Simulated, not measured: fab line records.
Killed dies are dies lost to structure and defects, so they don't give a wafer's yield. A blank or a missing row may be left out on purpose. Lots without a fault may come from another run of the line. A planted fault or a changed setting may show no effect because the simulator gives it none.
A lot that was struck, set against a sound lot :: flow sky130 :: 39 out of 708 route steps
Sound: these wafers, L514.1, L514.4, L514.5. Wafers struck: L508.2, L508.4, L508.6. Last of all comes the cause.
Per side, at each step with rows, come the tool, then ch with its chambers, and then its first start. Under that, the readings that differ: sound wafers :: struck wafers :: difference of the means :: sigmas: that difference in standard deviations of wafers without a fault.
alike: a reading whose means differ by less than 2 such deviations, as well as words and numbers matching on both sides. not compared: withheld readings; readings where some wafer has no value; bounds like >300 that might hide an equal value; numbers whose values overlap and for which the record gives no deviation.
A row with sigmas, a row that says differs or no value, or rows on one side alone: a step with any of these is where the two part. Non-overlapping numbers with no deviation appear without sigmas and do not part them. A reading missing from all wafers of one side parts the sides only when that side holds two or more wafers.

first, 10 steps without rows for these wafers: SKY_VIA4_STRIP_14 (strips in post etch residue remover, time 1200 s); SKY_VIA4_CLEAN_15 (cleans in IPA, time 180 s); SKY_VIA4_CLEAN_16 (cleans in O3/DIW); SKY_VIA4_SPUTTER_17 (material TiN, target thk 20 nm, time 80 s); SKY_VIA4_CVD_18 (deposits W, target thk 505 nm, time 152.14 s); SKY_VIA4_CMP_21 (polishes, stops on SiO2, t overpolish 25 s, target thk 0 nm); SKY_METAL5_SPUTTER_00 (material Ti, target thk 15 nm, time 10 s); SKY_METAL5_SPUTTER_01 (material TiN, target thk 20 nm, time 16.7 s); SKY_METAL5_SPUTTER_02 (material AlCu, target thk 1150 nm, time 61.2 s); SKY_METAL5_SPUTTER_03 (material Ti, target thk 5 nm, time 3.3 s).
SKY_METAL5_SPUTTER_04: material TiN, target thk 70 nm, time 58.3 s.
  sound on pvd sputter-03, day 46 16:29; struck on pvd sputter-02, day 45 07:21
  no value came back on the struck wafers for cathode dc power W (W), chamber pressure pa (Pa), throttle valve pct (%); on the sound wafers cathode dc power W (W) reads 6498.7 6499.1 6499.8
SKY_METAL5_RS_MEAS_05: the measuring method here is four-point-probe.
  sound on film metro-03, day 46 16:31; struck on film metro-04, day 45 07:42
  alike: METAL5_ALCU_RS
  not compared: hold
SKY_METAL5_THK_MEAS_06: measures by xrf.
  sound on film metro-03, day 46 16:38; struck on film metro-04, day 45 13:45
reading: METAL5_ALCU_THK (nm)
sound: 1116 1150 1142
struck: 1317 1316 1307
difference: +177
sigmas: +12
  not compared: hold
then, 7 steps without rows for these wafers: SKY_METAL5_HMDS_08 (prime time 60 s); SKY_METAL5_COAT_09 (resist thk 1800 nm); SKY_METAL5_SOFTBAKE_10 (time 60 s); SKY_METAL5_EXPOSE_11 (exposes mask MM5, target cd 1600 nm); SKY_METAL5_PEB_12; SKY_METAL5_DEVELOP_13 (develop time 60 s); SKY_METAL5_DESCUM_14 (chemistry O2, time 11 s).
SKY_METAL5_METAL_ETCH_15: etches the open film in Cl2/BCl3, stops on SiO2, target depth 1260 nm, time 252 s.
  sound on rie metal-03 ch 0,1, day 47 13:21; struck on rie metal-01 ch 0,1, day 46 04:13
reading: oes product au (a.u.)
sound: 0.891 0.888 0.888
struck: 0.866 0.874 0.864
difference: -0.021
sigmas: -4
  alike: drypump motor current A, throttle valve pct
  not compared: rf hours counter h
then, 13 steps without rows for these wafers: SKY_METAL5_STRIP_16 (strips in O2/N2); SKY_METAL5_STRIP_17 (strips in post etch residue remover, time 1200 s); SKY_METAL5_CLEAN_18 (cleans in IPA, time 180 s); SKY_METAL5_CLEAN_19 (cleans in O3/DIW); SKY_PASSIVATION_CVD_00 (deposits SiO2, target thk 90 nm); SKY_PASSIVATION_CVD_02 (deposits Si3N4, target thk 540 nm); SKY_PASSIVATION_DEHYDRATE_04 (time 60 s); SKY_PASSIVATION_HMDS_05 (prime time 60 s); SKY_PASSIVATION_COAT_06 (resist thk 3000 nm); SKY_PASSIVATION_SOFTBAKE_07; SKY_PASSIVATION_EXPOSE_08 (exposes mask NSM, target cd 3000 nm); SKY_PASSIVATION_PEB_09; SKY_PASSIVATION_DEVELOP_10 (develop time 60 s).
SKY_PASSIVATION_ETCH_11: etches the open film in CF4/O2, stops on AlCu, target depth 725 nm, time 161.1 s.
  sound on rie diel-04 ch 1,3, day 48 09:34; struck on rie diel-03 ch 1,3, day 47 02:15
reading: model.PASSIVATION.feature depth nm (nm)
sound: 705.1 713.6 708.8
struck: 725 725 725
difference: +16
sigmas: 
  alike: O2_flow_sccm, drypump motor current A, oes product au, throttle valve pct
  not compared: rf hours counter h
then, 2 steps without rows for these wafers: SKY_PASSIVATION_STRIP_12 (strips in O2/N2); SKY_PAD_OPEN_DEHYDRATE_00 (time 60 s).
SKY_PAD_OPEN_ETCH_07: etches the open film in CF4/O2, stops on AlCu, target depth 725 nm, time 161.1 s.
  sound on rie diel-03 ch 0,1, day 49 04:05; struck on rie diel-01 ch 1,3, day 47 22:24
reading: model.PAD_OPEN.feature depth nm (nm)
sound: 705.1 713.6 708.8
struck: 725 725 725
difference: +16
sigmas: 
  alike: O2_flow_sccm, drypump motor current A, oes product au, throttle valve pct
  not compared: rf hours counter h
SKY_PAD_OPEN_PROBE_99:
  the record has rows for the struck wafers here (prober-01, day 48 00:46) and none for the sound ones

== WHERE THEY PART ==
At SKY_METAL5_SPUTTER_04 first; at SKY_PAD_OPEN_PROBE_99 last (within this record only).

WHY: what had been put in by the simulator
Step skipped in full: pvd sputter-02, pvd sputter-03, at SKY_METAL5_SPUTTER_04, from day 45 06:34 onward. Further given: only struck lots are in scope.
